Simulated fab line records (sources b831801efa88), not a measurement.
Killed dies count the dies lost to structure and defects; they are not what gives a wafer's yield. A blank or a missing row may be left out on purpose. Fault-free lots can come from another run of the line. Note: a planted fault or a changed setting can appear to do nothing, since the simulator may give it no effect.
fab line records    flow sky130
record lots=5  wafers=15  lastDay=49
route steps=708 shown VIA3@581 METAL4@598 CAP2M@603 PAD_OPEN@708
lots untouched by any fault: they come from a run of this same line in which no faults occurred
startH: hours from the record's first day to the start of the lot's first wafer shown    waitH: hours elapsed since this lot's preceding step    " as in the row above    L1.1+2: several wafers, shown together as one row    - no value, or no start given    * or withheld: withheld    < > ~ a bound
route shown NAME@n: a module of which the file shows steps, and the number in the route of the first    usual: mean and standard deviation over wafers with no fault    same: alike in all rows    chamber/n: place in a boat    sites: per-site readings    _std_site: their standard deviation    _edge_site: outer sites' mean less inner sites'    radiusMm: how far each site lies from the wafer's centre    mask NAME#n: copy n    behind: the tool/chamber that last shaped the wafer    hold: cause of the lot's hold/its duration in hours/its outcome    device: the n, p or np transistor that did not switch    end of line: tests run on the same wafers once the route is complete    a step with no rows: only its recipe    killed: not the wafer's yield, but the dies lost to structure and defects at the first sort    map: shows each die of a wafer: x if killed, . if not, _ if none is there
set.NAME: the setting the step ran with; set.NAME@STEP: the setting that earlier step ran with    model.NAME: the simulator's own value behind a step, which no gauge read
lots at some steps of the route; a table a step, a row a wafer
services: a tool's chamber out of use, with start hour (startH, from the record's first day; less than 0 if before it), hours out, and reason
## steps
# step SKY_VIA3_SOFTBAKE_08
# recipe tempC=100.5  timeS=90  resist=KrF-thick
# step SKY_VIA3_EXPOSE_09
# recipe maskId=VIM3  na=0.8  sourceShape=annular  sigmaInner=0.55  sigmaOuter=0.85  targetCdNm=200  doseMj=38
# step SKY_VIA3_PEB_10
# recipe pebTempC=withheld  pebTimeS=withheld  resist=KrF-thick
# step SKY_VIA3_DEVELOP_11
# recipe developTimeS=60  resist=KrF-thick  devTempC=21
# step SKY_VIA3_CD_MEAS_12
# recipe targetCdNm=200
# usual cdNm=199.9/1.3
lot.wafer  tool      chamber  startH   waitH  cdNm
L984.2     cdSem-01  -        947.59   -      200.3
L984.3     "         -        "        "      199.0
L984.6     "         -        "        "      199.0
L987.1     cdSem-01  -        969.54   -      199.8
L987.4     "         -        "        "      200.3
L987.6     "         -        "        "      200.5
L989.1     cdSem-01  -        983.97   -      198.8
L989.2     "         -        "        "      201.6
L989.4     "         -        "        "      199.0
L990.3     cdSem-01  -        993.47   -      200.5
L990.4     "         -        "        "      199.9
L990.5     "         -        "        "      199.1
L999.1     cdSem-02  -        1053.67  -      197.6
L999.4     "         -        "        "      198.5
L999.6     "         -        "        "      197.9
# step SKY_VIA3_OVL_MEAS_13
# usual VIA3_OVL=2/5.5
lot.wafer  tool        chamber  startH   waitH  VIA3_OVL[nm]
L984.2     overlay-02  -        947.69   0.1    -3
L984.3     "           -        "        "      -2
L984.6     "           -        "        "      1
L987.1     overlay-01  -        969.66   0.1    -3
L987.4     "           -        "        "      -8
L987.6     "           -        "        "      2
L989.1     overlay-01  -        984.09   0.1    -2
L989.2     "           -        "        "      3
L989.4     "           -        "        "      -2
L990.3     overlay-01  -        993.56   0.1    7
L990.4     "           -        "        "      3
L990.5     "           -        "        "      -2
L999.1     overlay-01  -        1053.79  0.1    6
L999.4     "           -        "        "      3
L999.6     "           -        "        "      2
# step SKY_VIA3_ETCH_14
# recipe chemistry=N2/H2  target=BARC  ionEnergyEv=200  sourceW=500  biasW=100  pressureMtorr=30  n2FlowSccm=100  h2FlowSccm=200  stopOn=SiO2  timeS=45.9  targetDepthA=600
# usual drypumpMotorCurrentA=5.8/0.55  oesProductAu=0.855/0.0051  throttleValvePct=13.224/0.0095
lot.wafer  tool        chamber  startH   waitH  drypumpMotorCurrentA  oesProductAu  rfHoursCounterH  throttleValvePct
L984.2     rieDiel-02  3        947.72   0.0    6.2                   0.860         20               13.232
L984.3     "           0        "        "      5.9                   0.854         11               13.224
L984.6     "           1        "        "      6.0                   0.868         -                13.231
L987.1     rieDiel-01  2        969.69   0.0    5.3                   0.856         22               13.233
L987.4     "           1        "        "      4.6                   0.850         25               13.236
L987.6     "           2        "        "      5.4                   0.853         -                13.228
L989.1     rieDiel-01  0        984.12   0.0    6.5                   0.859         16               13.230
L989.2     "           1        "        "      4.6                   0.863         25               13.237
L989.4     "           3        "        "      5.3                   0.861         11               13.230
L990.3     rieDiel-04  1        993.59   0.0    6.4                   0.858         11               13.230
L990.4     "           0        "        "      5.5                   0.855         16               13.226
L990.5     "           1        "        "      6.3                   0.851         -                13.213
L999.1     rieDiel-02  0        1053.83  0.0    5.9                   0.852         15               13.232
L999.4     "           1        "        "      6.0                   0.851         13               13.222
L999.6     "           3        "        "      6.2                   0.852         -                13.224
# step SKY_VIA3_ETCH_15
# recipe target=SiO2  chemistry=C4F8/O2/Ar  targetDepthNm=507  stopOn=TiN  maskMaterial=KrF-thick  sourceW=1500  biasW=1200  pressureMtorr=40  c4f8FlowSccm=withheld  O2_flow_sccm=6  Ar_flow_sccm=300  timeS=78
# step SKY_VIA3_STRIP_16
# recipe chemistry=O2/N2  powerW=1400  pressureMtorr=1500  platenTempC=withheld  o2FlowSccm=3000  n2FlowSccm=300  overashFraction=0.5
# usual drypumpMotorCurrentA=5.4/0.49  oesProductAu=0.403/0.0054  stripTimeToEndpointS=4.133/0.03
lot.wafer  tool            chamber  startH   waitH  drypumpMotorCurrentA  oesProductAu  rfHoursCounterH  stripTimeToEndpointS
L984.2     plasmaAsher-03  1        947.83   0.0    5.3                   0.393         50               4.132
L984.3     "               0        "        "      5.1                   0.394         -                4.127
L984.6     "               0        "        "      5.1                   0.407         -                4.140
L987.1     plasmaAsher-03  1        969.80   0.0    5.3                   0.399         52               4.100
L987.4     "               1        "        "      5.3                   0.409         -                4.122
L987.6     "               0        "        "      5.1                   0.395         -                4.110
L989.1     plasmaAsher-03  1        984.23   0.0    5.3                   0.407         54               4.133
L989.2     "               0        "        "      5.1                   0.401         54               4.124
L989.4     "               0        "        "      5.1                   0.406         -                4.159
L990.3     plasmaAsher-03  1        993.72   0.1    5.3                   0.410         -                4.165
L990.4     "               0        "        "      5.1                   0.408         -                4.122
L990.5     "               0        "        "      5.1                   0.406         -                4.190
L999.1     plasmaAsher-02  0        1053.93  0.0    4.7                   0.394         125              4.113
L999.4     "               1        "        "      5.0                   0.401         -                4.125
L999.6     "               1        "        "      5.0                   0.410         -                4.143
# step SKY_VIA3_STRIP_17
# recipe chemistry=postEtchResidueRemover  timeS=1200  tempC=72.5
# step SKY_VIA3_CLEAN_18
# recipe chemistry=IPA  timeS=180  tempC=25
# step SKY_VIA3_CLEAN_19
# recipe chemistry=O3/DIW  dry=n2Spin
# step SKY_VIA3_SPUTTER_20
# recipe material=TiN  targetThkNm=20  chamberPressurePa=5  powerW=4000  timeS=80
# usual chamberPressurePa=5.000/0.01  throttleValvePct=30.7/1.1
lot.wafer  tool           chamber  startH   waitH  chamberPressurePa  throttleValvePct
L984.2     pvdSputter-04  -        948.42   0.0    5.009              29.0
L984.3     "              -        "        "      4.995              31.3
L984.6     "              -        "        "      5.000              31.8
L987.1     pvdSputter-01  -        970.48   0.0    4.990              31.2
L987.4     "              -        "        "      4.997              31.6
L987.6     "              -        "        "      4.997              31.3
L989.1     pvdSputter-04  -        984.82   0.0    5.009              29.6
L989.2     "              -        "        "      4.993              31.4
L989.4     "              -        "        "      5.011              31.3
L990.3     pvdSputter-04  -        994.28   0.0    5.006              31.4
L990.4     "              -        "        "      5.014              31.8
L990.5     "              -        "        "      5.011              31.6
L999.1     pvdSputter-01  -        1054.56  0.0    4.999              31.9
L999.4     "              -        "        "      4.991              31.8
L999.6     "              -        "        "      5.003              30.4
# step SKY_VIA3_CVD_21
# recipe material=W  targetThkNm=390  timeS=117.31  tempC=400  pressureTorr=40
# step SKY_VIA3_RS_MEAS_22
# recipe thkMeasGauge=four-point-probe  reads=W_of_VIA3_CVD_21+TiN_of_VIA3_SPUTTER_20
# usual VIA3_W_RS=0.296/0.0031
lot.wafer  tool          chamber  startH   waitH  VIA3_W_RS[ohm/sq]
L984.2     filmMetro-01  -        948.62   0.1    0.294
L984.3     "             -        "        "      0.291
L984.6     "             -        "        "      0.294
L987.1     filmMetro-04  -        970.66   0.1    0.292
L987.4     "             -        "        "      0.293
L987.6     "             -        "        "      0.295
L989.1     filmMetro-04  -        985.00   0.1    0.295
L989.2     "             -        "        "      0.295
L989.4     "             -        "        "      0.293
L990.3     filmMetro-04  -        994.50   0.1    0.301
L990.4     "             -        "        "      0.300
L990.5     "             -        "        "      0.298
L999.1     filmMetro-03  -        1054.74  0.1    0.295
L999.4     "             -        "        "      0.299
L999.6     "             -        "        "      0.294
# step SKY_VIA3_THK_MEAS_23
# recipe thkMeasGauge=xrf  reads=W_of_VIA3_CVD_21
# usual VIA3_W_THK=392/4.9
lot.wafer  tool          chamber  startH   waitH  VIA3_W_THK[nm]
L984.2     filmMetro-01  -        948.73   0.1    390
L984.3     "             -        "        "      391
L984.6     "             -        "        "      390
L987.1     filmMetro-04  -        970.78   0.1    403
L987.4     "             -        "        "      401
L987.6     "             -        "        "      398
L989.1     filmMetro-04  -        985.12   0.1    394
L989.2     "             -        "        "      391
L989.4     "             -        "        "      398
L990.3     filmMetro-04  -        994.60   0.1    387
L990.4     "             -        "        "      387
L990.5     "             -        "        "      389
L999.1     filmMetro-03  -        1054.86  0.1    394
L999.4     "             -        "        "      387
L999.6     "             -        "        "      393
# step SKY_VIA3_CMP_24
# recipe stopOn=SiO2  tOverpolishS=20  downForcePsi=3.5  platenRpm=58.83  targetThkNm=0  padVelocityMS=0.94248
# step SKY_METAL4_SPUTTER_00
# recipe material=Ti  targetThkNm=15  powerW=3000  timeS=10  chamberPressurePa=0.4
# usual chamberPressurePa=0.4001/0.00083  throttleValvePct=30.7/0.8
lot.wafer  tool           chamber  startH   waitH  chamberPressurePa  throttleValvePct
L984.2     pvdSputter-01  -        949.25   0.2    0.4005             31.1
L984.3     "              -        "        "      0.4017             30.6
L984.6     "              -        "        "      0.3990             30.9
L987.1     pvdSputter-04  -        971.15   0.1    0.3996             29.3
L987.4     "              -        "        "      0.3985             31.7
L987.6     "              -        "        "      0.4022             31.5
L989.1     pvdSputter-03  -        985.48   0.1    0.4002             29.4
L989.2     "              -        "        "      0.3995             30.2
L989.4     "              -        "        "      0.3996             29.8
L990.3     pvdSputter-03  -        994.97   0.2    0.3997             29.2
L990.4     "              -        "        "      0.4004             30.3
L990.5     "              -        "        "      0.4019             29.3
L999.1     pvdSputter-04  -        1055.22  0.1    0.3982             29.4
L999.4     "              -        "        "      0.4002             31.2
L999.6     "              -        "        "      0.3998             31.2
# step SKY_METAL4_SPUTTER_01
# recipe material=TiN  targetThkNm=20  powerW=6500  timeS=16.7  chamberPressurePa=0.4
# usual chamberPressurePa=0.4001/0.0008  throttleValvePct=30.7/0.81
lot.wafer  tool           chamber  startH   waitH  chamberPressurePa  throttleValvePct
L984.2     pvdSputter-01  -        949.27   0.0    0.4004             31.1
L984.3     "              -        "        "      0.4003             30.6
L984.6     "              -        "        "      0.4000             31.3
L987.1     pvdSputter-04  -        971.17   0.0    0.4004             29.5
L987.4     "              -        "        "      0.3995             31.7
L987.6     "              -        "        "      0.3997             31.5
L989.1     pvdSputter-03  -        985.50   0.0    0.4002             29.3
L989.2     "              -        "        "      0.4008             30.2
L989.4     "              -        "        "      0.4007             29.8
L990.3     pvdSputter-03  -        995.00   0.0    0.3994             29.4
L990.4     "              -        "        "      0.3997             30.5
L990.5     "              -        "        "      0.3995             29.2
L999.1     pvdSputter-04  -        1055.24  0.0    0.4008             29.5
L999.4     "              -        "        "      0.3999             31.3
L999.6     "              -        "        "      0.3997             31.6
# step SKY_METAL4_SPUTTER_02
# recipe material=AlCu  targetThkNm=735  powerW=10600  timeS=39.1  chamberPressurePa=0.4
# step SKY_METAL4_SPUTTER_03
# recipe material=Ti  targetThkNm=5  powerW=3000  timeS=3.3  chamberPressurePa=0.4
# step SKY_METAL4_SPUTTER_04
# recipe material=TiN  targetThkNm=70  powerW=6500  timeS=58.3  chamberPressurePa=0.4
# step SKY_CAP2M_CVD_00
# recipe material=SiO2  targetThkNm=15.5  tempC=400  timeS=withheld  rfW=450
# step SKY_CAP2M_THK_MEAS_01
# recipe reads=SiO2_of_CAP2M_CVD_00
# usual CAP2M_CVD_00_THK=15.46/0.24
lot.wafer  tool          chamber  startH   waitH  CAP2M_CVD_00_THK[nm]
L984.2     filmMetro-01  -        949.43   -      15.17
L984.3     "             -        "        "      15.32
L984.6     "             -        "        "      15.56
L987.1     filmMetro-01  -        971.32   -      15.21
L987.4     "             -        "        "      15.35
L987.6     "             -        "        "      15.33
L989.1     filmMetro-02  -        985.66   -      15.46
L989.2     "             -        "        "      15.77
L989.4     "             -        "        "      15.81
L990.3     filmMetro-01  -        995.17   -      15.32
L990.4     "             -        "        "      15.38
L990.5     "             -        "        "      15.40
L999.1     filmMetro-01  -        1055.40  -      15.50
L999.4     "             -        "        "      15.54
L999.6     "             -        "        "      15.74
# step SKY_CAP2M_SPUTTER_02
# recipe material=TiN  targetThkNm=200  tempC=300  powerW=6500  timeS=166.7  chamberPressurePa=0.4
# step SKY_CAP2M_RS_MEAS_03
# recipe thkMeasGauge=four-point-probe  reads=TiN_of_CAP2M_SPUTTER_02
# usual CAP2M_TIN_RS=6.91/0.075
lot.wafer  tool          chamber  startH   waitH  CAP2M_TIN_RS[ohm/sq]
L984.2     filmMetro-02  -        949.61   0.1    6.93
L984.3     "             -        "        "      6.94
L984.6     "             -        "        "      6.88
L987.1     filmMetro-04  -        971.53   0.1    7.02
L987.4     "             -        "        "      6.87
L987.6     "             -        "        "      6.94
L989.1     filmMetro-02  -        985.83   0.1    6.87
L989.2     "             -        "        "      6.86
L989.4     "             -        "        "      6.92
L990.3     filmMetro-01  -        995.36   0.1    6.95
L990.4     "             -        "        "      6.90
L990.5     "             -        "        "      6.96
L999.1     filmMetro-04  -        1055.56  0.1    7.03
L999.4     "             -        "        "      6.96
L999.6     "             -        "        "      7.06
# step SKY_CAP2M_THK_MEAS_04
# recipe thkMeasGauge=xrf  reads=TiN_of_CAP2M_SPUTTER_02
# usual CAP2M_TIN_THK=196.1/2.2
lot.wafer  tool          chamber  startH   waitH  CAP2M_TIN_THK[nm]
L984.2     filmMetro-02  -        949.72   0.1    194.4
L984.3     "             -        "        "      194.3
L984.6     "             -        "        "      196.1
L987.1     filmMetro-04  -        971.65   0.1    193.9
L987.4     "             -        "        "      197.5
L987.6     "             -        "        "      196.9
L989.1     filmMetro-02  -        985.95   0.1    194.6
L989.2     "             -        "        "      195.9
L989.4     "             -        "        "      193.7
L990.3     filmMetro-01  -        995.46   0.1    194.3
L990.4     "             -        "        "      195.7
L990.5     "             -        "        "      193.5
L999.1     filmMetro-04  -        1055.68  0.1    195.5
L999.4     "             -        "        "      196.7
L999.6     "             -        "        "      193.3
# step SKY_CAP2M_DEHYDRATE_05
# recipe tempC=200  timeS=60
# step SKY_CAP2M_HMDS_06
# recipe primeTimeS=60  primeTempC=120
# step SKY_CAP2M_COAT_07
# recipe resist=NOVOLAK  spinRpm=3000  resistThkNm=1140
# step SKY_CAP2M_SOFTBAKE_08
# recipe tempC=90  timeS=60  resist=NOVOLAK
# step SKY_CAP2M_EXPOSE_09
# recipe maskId=CAP2M  na=0.6  sourceShape=conventional  sigmaOuter=0.6  polarization=unpolarized  targetCdNm=1000  doseMj=159
# step SKY_CAP2M_PEB_10
# recipe tempC=withheld  timeS=*  resist=NOVOLAK
# step SKY_CAP2M_DEVELOP_11
# recipe resist=NOVOLAK  developer=TMAH  developTimeS=60  devTempC=23
# step SKY_CAP2M_OVL_MEAS_12
# usual CAP2M_OVL=-0.6/1
lot.wafer  tool        chamber  startH   waitH  CAP2M_OVL[nm]
L984.2     overlay-02  -        973.86   0.1    -1.0
L984.3     "           -        "        "      -1.7
L984.6     "           -        "        "      -2.4
L987.1     overlay-01  -        995.52   0.1    -1.3
L987.4     "           -        "        "      -3.4
L987.6     "           -        "        "      -0.5
L989.1     overlay-02  -        1008.55  0.1    0.6
L989.2     "           -        "        "      0.8
L989.4     "           -        "        "      -0.3
L990.3     overlay-01  -        1018.24  0.1    1.1
L990.4     "           -        "        "      1.1
L990.5     "           -        "        "      1.3
L999.1     overlay-01  -        1076.55  0.1    -1.0
L999.4     "           -        "        "      -1.4
L999.6     "           -        "        "      -2.3
# step SKY_CAP2M_METAL_ETCH_13
# recipe targetDepthNm=220  stopOn=SiO2  chemistry=Cl2/BCl3  target=TiN  pressureMtorr=10  icpW=900  biasW=48.5  Cl2_flow_sccm=60  bcl3FlowSccm=30  timeS=62.9
# step SKY_CAP2M_STRIP_14
# recipe chemistry=O2/N2  powerW=1400  pressureMtorr=1500  platenTempC=withheld  o2FlowSccm=3000  n2FlowSccm=300  overashFraction=0.5
# usual drypumpMotorCurrentA=5.5/0.54  oesProductAu=0.710/0.0046  stripTimeToEndpointS=12.65/0.034
lot.wafer  tool            chamber  startH   waitH  drypumpMotorCurrentA  oesProductAu  rfHoursCounterH  stripTimeToEndpointS
L984.2     plasmaAsher-01  1        973.97   0.1    6.0                   0.707         22               12.62
L984.3     "               0        "        "      6.2                   0.713         -                12.63
L984.6     "               0        "        "      6.2                   0.708         -                12.65
L987.1     plasmaAsher-04  1        995.63   0.1    4.9                   0.710         88               12.64
L987.4     "               0        "        "      5.5                   0.711         -                12.60
L987.6     "               0        "        "      5.4                   0.707         -                12.61
L989.1     plasmaAsher-01  1        1008.75  0.1    6.0                   0.710         25               12.66
L989.2     "               0        "        "      6.2                   0.709         25               12.62
L989.4     "               0        "        "      6.2                   0.712         -                12.68
L990.3     plasmaAsher-01  0        1018.38  0.1    6.2                   0.707         -                12.71
L990.4     "               1        "        "      6.1                   0.712         -                12.64
L990.5     "               1        "        "      6.1                   0.711         -                12.69
L999.1     plasmaAsher-04  1        1076.67  0.1    4.9                   0.707         96               12.62
L999.4     "               0        "        "      5.4                   0.707         -                12.61
L999.6     "               1        "        "      4.9                   0.704         -                12.63
# step SKY_CAP2M_STRIP_15
# recipe chemistry=postEtchResidueRemover  timeS=1200  tempC=72.5
# step SKY_CAP2M_CLEAN_16
# recipe chemistry=IPA  timeS=180  tempC=25
# step SKY_CAP2M_CLEAN_17
# recipe chemistry=O3/DIW  dry=n2Spin
# step SKY_METAL4_DEHYDRATE_05
# recipe tempC=200  timeS=60
# step SKY_METAL4_HMDS_06
# recipe primeTimeS=60  primeTempC=120
# step SKY_PAD_OPEN_PROBE_99
# usual defectLimitedYield=82.3/2  killed_at_M0_to_M3=43/7.1  killed_at_M4_up=3/1.7  killedAtContacts=25/5.6  killedAtFrontEnd=16/4.1  killedAtOther=0.2/0.49  killedDies=87/9.8  killedOpen=47/7.6  killedShort=40/6.1  sort_bin_3_pad_short=0.9/0.44  sort_bin_5_function=10.5/1.6  sort_bin_6_memory=6.3/1  sortNPass=405/9.8  sortYieldPct=82.3/2
# same grossDies=492  killedAtBackSide=0  sort_bin_4_leakage[%]=0  sort_bin_8_speed[%]=0
lot.wafer  tool       chamber  startH   waitH  defectLimitedYield[%]  killed_at_M0_to_M3  killed_at_M4_up  killedAtContacts  killedAtFrontEnd  killedAtOther  killedDies  killedOpen  killedShort  sort_bin_3_pad_short[%]  sort_bin_5_function[%]  sort_bin_6_memory[%]  sortNPass  sortYieldPct[%]  model.etest.tester.sortNPass  model.etest.tester.sortYieldPct  model.etest.tester.sort_bin_5_pct  model.etest.tester.sort_bin_3_pct
L987.1     prober-02  -        1111.58  0.1    81.1                   56                  2                19                16                0              93          54          39           1.2                      10.6                    7.1                   399        81.1             399                           81.1                             10.57                              1.22
L987.4     prober-02  -        1111.73  0.2    81.5                   48                  6                26                11                0              91          42          49           0.4                      12.2                    5.9                   401        81.5             401                           81.5                             12.2                               0.4065
L987.6     prober-02  -        1111.83  0.2    83.7                   42                  3                21                14                0              80          37          43           2.2                      9.3                     4.7                   412        83.7             412                           83.74                            9.35                               2.236
L989.1     prober-01  -        1121.14  0.1    85.6                   36                  6                16                12                1              71          34          37           0.6                      7.3                     6.5                   421        85.6             421                           85.57                            7.317                              0.6098
L989.2     prober-01  -        1121.19  0.1    85.2                   34                  2                23                13                1              73          34          39           0.6                      9.1                     5.1                   419        85.2             419                           85.16                            9.146                              0.6098
L989.4     prober-01  -        1121.29  0.2    84.1                   29                  5                27                17                0              78          37          41           1.0                      8.3                     6.5                   414        84.1             414                           84.15                            8.333                              1.016
L990.3     prober-02  -        1132.43  0.2    72.4                   97                  4                17                18                0              136         42          32           3.3                      17.3                    7.1                   356        72.4             356                           72.36                            17.28                              3.252
L990.4     prober-02  -        1132.48  0.2    84.6                   43                  4                16                12                1              76          33          43           1.0                      8.9                     5.5                   416        84.6             416                           84.55                            8.943                              1.016
L990.5     prober-02  -        1132.53  0.2    83.9                   43                  6                18                12                0              79          44          35           0.4                      9.1                     6.5                   413        83.9             413                           83.94                            9.146                              0.4065
L999.1     prober-02  -        1178.81  0.1    82.5                   48                  4                17                17                0              86          49          37           0                        10.4                    7.1                   406        82.5             406                           82.52                            10.37                              0
L999.4     prober-02  -        1178.96  0.2    81.5                   41                  7                23                19                1              91          47          44           0.6                      11.0                    6.9                   401        81.5             401                           81.5                             10.98                              0.6098
L999.6     prober-02  -        1179.06  0.2    80.1                   45                  4                31                18                0              98          51          47           1.2                      12.4                    6.3                   394        80.1             394                           80.08                            12.4                               1.22
# killed by level:class
L987.1 VIA1:geometricParticle:open=18 VIA2:geometricParticle:open=9 CONTACT:geometricParticle:short=7 CONTACT:geometricParticle:open=6 VIA3:geometricParticle:open=6 POLY_GATE:geometricParticle:open=5 POLY_GATE:geometricParticle:short=5 VIA2:geometricParticle:short=5
L987.4 VIA1:geometricParticle:open=11 CONTACT:geometricParticle:open=8 LI_CONTACT:geometricParticle:open=6 VIA1:geometricParticle:short=6 METAL2:geometricParticle:short=6 VIA2:geometricParticle:open=6 METAL4:geometricParticle:short=6 METAL3:geometricParticle:short=5
L987.6 VIA1:geometricParticle:open=8 CONTACT:geometricParticle:open=7 VIA3:geometricParticle:open=7 METAL1:geometricParticle:short=6 VIA2:geometricParticle:short=6 POLY_GATE:geometricParticle:short=5 LI_CONTACT:geometricParticle:open=5 CONTACT:geometricParticle:short=5
L989.1 LI_CONTACT:geometricParticle:open=7 VIA2:geometricParticle:open=7 VIA1:geometricParticle:open=6 METAL2:geometricParticle:short=5 FIELD_ISO:geometricParticle:short=4 POLY_GATE:geometricParticle:short=4 METAL1:geometricParticle:short=4 VIA3:geometricParticle:short=4
L989.2 LOCAL_INTERCONNECT:geometricParticle:short=8 FIELD_ISO:geometricParticle:short=6 VIA2:geometricParticle:open=6 CONTACT:geometricParticle:open=6 VIA3:geometricParticle:open=5 VIA1:geometricParticle:open=5 POLY_GATE:geometricParticle:open=4 LI_CONTACT:geometricParticle:open=4
L989.4 FIELD_ISO:geometricParticle:open=6 LI_CONTACT:geometricParticle:short=6 CONTACT:geometricParticle:short=6 CONTACT:geometricParticle:open=6 VIA3:geometricParticle:open=6 POLY_GATE:geometricParticle:short=5 LI_CONTACT:geometricParticle:open=5 METAL1:geometricParticle:short=4
L990.3 VIA3:unspecified=62 VIA3:geometricParticle:open=7 VIA1:geometricParticle:short=7 CONTACT:geometricParticle:open=6 FIELD_ISO:geometricParticle:open=5 METAL2:geometricParticle:short=5 VIA2:geometricParticle:open=5 POLY_GATE:geometricParticle:open=4
L990.4 VIA1:geometricParticle:short=8 LOCAL_INTERCONNECT:geometricParticle:short=7 METAL2:geometricParticle:short=6 VIA3:geometricParticle:open=6 FIELD_ISO:geometricParticle:short=5 VIA1:geometricParticle:open=5 LI_CONTACT:geometricParticle:open=4 VIA3:geometricParticle:short=4
L990.5 VIA3:geometricParticle:open=10 VIA2:geometricParticle:open=9 METAL2:geometricParticle:short=9 CONTACT:geometricParticle:open=8 FIELD_ISO:geometricParticle:open=5 VIA3:geometricParticle:short=5 FIELD_ISO:geometricParticle:short=4 METAL4:geometricParticle:short=4
L999.1 VIA1:geometricParticle:open=11 VIA2:geometricParticle:open=10 VIA3:geometricParticle:open=8 FIELD_ISO:geometricParticle:open=7 CONTACT:geometricParticle:short=5 CONTACT:geometricParticle:open=5 FIELD_ISO:geometricParticle:short=4 VIA1:geometricParticle:short=4
L999.4 FIELD_ISO:geometricParticle:short=9 VIA2:geometricParticle:open=8 CONTACT:geometricParticle:open=8 VIA3:geometricParticle:open=8 VIA1:geometricParticle:open=7 CONTACT:geometricParticle:short=6 METAL4:geometricParticle:short=5 METAL1:geometricParticle:short=5
L999.6 CONTACT:geometricParticle:open=12 LI_CONTACT:geometricParticle:open=7 METAL2:geometricParticle:short=7 METAL1:geometricParticle:short=7 VIA1:geometricParticle:open=7 CONTACT:geometricParticle:short=6 VIA3:geometricParticle:open=6 FIELD_ISO:geometricParticle:open=5
# map L990.3 (x killed, . not)
__________.......x.._________
________..x...x.....x._______
______.x........x......._____
_____x...................____
____.x.x..................___
___x.x.........x...xx.....x__
__xx.....x.x....x.....x.x..._
_x.x....x......x...x......x..
_..x...x.x......x....x.....x.
_.x.......xx...........x.....
_.x..x..xx.....x.x...........
_...x......xx.xxx.x..........
_...........xxxxxxxxx.......x
_x........xxxxxxxxxx.....x...
_..........xxxxxxxxxx.......x
__.x...xxxxxxxxxxxxx.....x.._
___.......xxxxxxxxxx.xxxx..__
____x.......xxxxxxx.......___
_____...x.x...x.x.......x____
______x..x....x.....x..._____
________.........x.xx._______
__________....x.x..x_________
# map L989.4 (x killed, . not)
__________x.......x._________
________xxx..........._______
______...x......xx......_____
_____x.............x.x...____
____.....xxx..x.x.........___
___.............x........x.__
__.........................._
_x.x..x..x..x..x....xx.....x.
_.x.................x........
_.....x.....xx.........x.....
_................x.......x...
_........x...xx.....x...x...x
_...xx....x..................
_.x...............x......xxx.
_.x.....x.xx....x.....x......
__..x...............xx....xx_
___...x......x........xx...__
____.....x........xx...x..___
_____x...x..x..x..x...xx.____
______................x._____
________.............._______
__________......x..x_________
## services
tool            chamber  startH   hours  kind
plasmaAsher-02  -        939.75   2.7    repair
rieDiel-04      -        942.14   4.3    pm
pvdSputter-04   0        958.13   -      consumableReplace:kit
pvdSputter-04   0        958.13   18.0   scheduledDown
pvdSputter-04   0        958.13   18.0   ventCycle
pvdSputter-03   1        973.35   -      consumableReplace:kit
pvdSputter-03   1        973.35   18.0   scheduledDown
pvdSputter-03   1        973.35   18.0   ventCycle
plasmaAsher-01  -        980.47   10.6   repair
plasmaAsher-02  -        994.81   2.2    repair
rieDiel-02      1        1001.42  42.4   repair
rieDiel-02      -        1003.77  1.2    repair
plasmaAsher-01  -        1011.62  2.0    repair
plasmaAsher-02  -        1012.49  1.0    repair
rieDiel-04      3        1015.28  -      clean
rieDiel-04      3        1015.28  22.0   scheduledDown
rieDiel-04      3        1015.28  22.0   ventCycle
pvdSputter-04   -        1035.10  1.0    repair
rieDiel-02      -        1051.97  0.4    repair
pvdSputter-01   0        1053.19  -      consumableReplace:kit
pvdSputter-01   0        1053.19  18.0   scheduledDown
pvdSputter-01   0        1053.19  18.0   ventCycle
plasmaAsher-02  -        1055.25  9.0    pm
rieDiel-01      -        1060.41  2.8    pm
## key
firstSign step=SKY_PAD_OPEN_PROBE_99  reading=killed_at_M0_to_M3  direction=up  sigmas=7.6  usual=43  struck=97
effect step=SKY_PAD_OPEN_PROBE_99  reading=sort_bin_3_pad_short  direction=up  sigmas=5.4  usual=0.9  struck=3.3
modelEffect step=SKY_PAD_OPEN_PROBE_99  value=etest.tester.sortNPass  without=412  struck=356
metAt SKY_VIA3_SPUTTER_20
struckWafers L990.3
onsetBetween 948.42 994.28
fault kind=chamberParticleSource  tool=pvdSputter-04  chamber=-  onsetH=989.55  steps=SKY_VIA3_SPUTTER_20  ratePerVisitCm2=1.1458  endH=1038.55  scope=struckWafersOnly
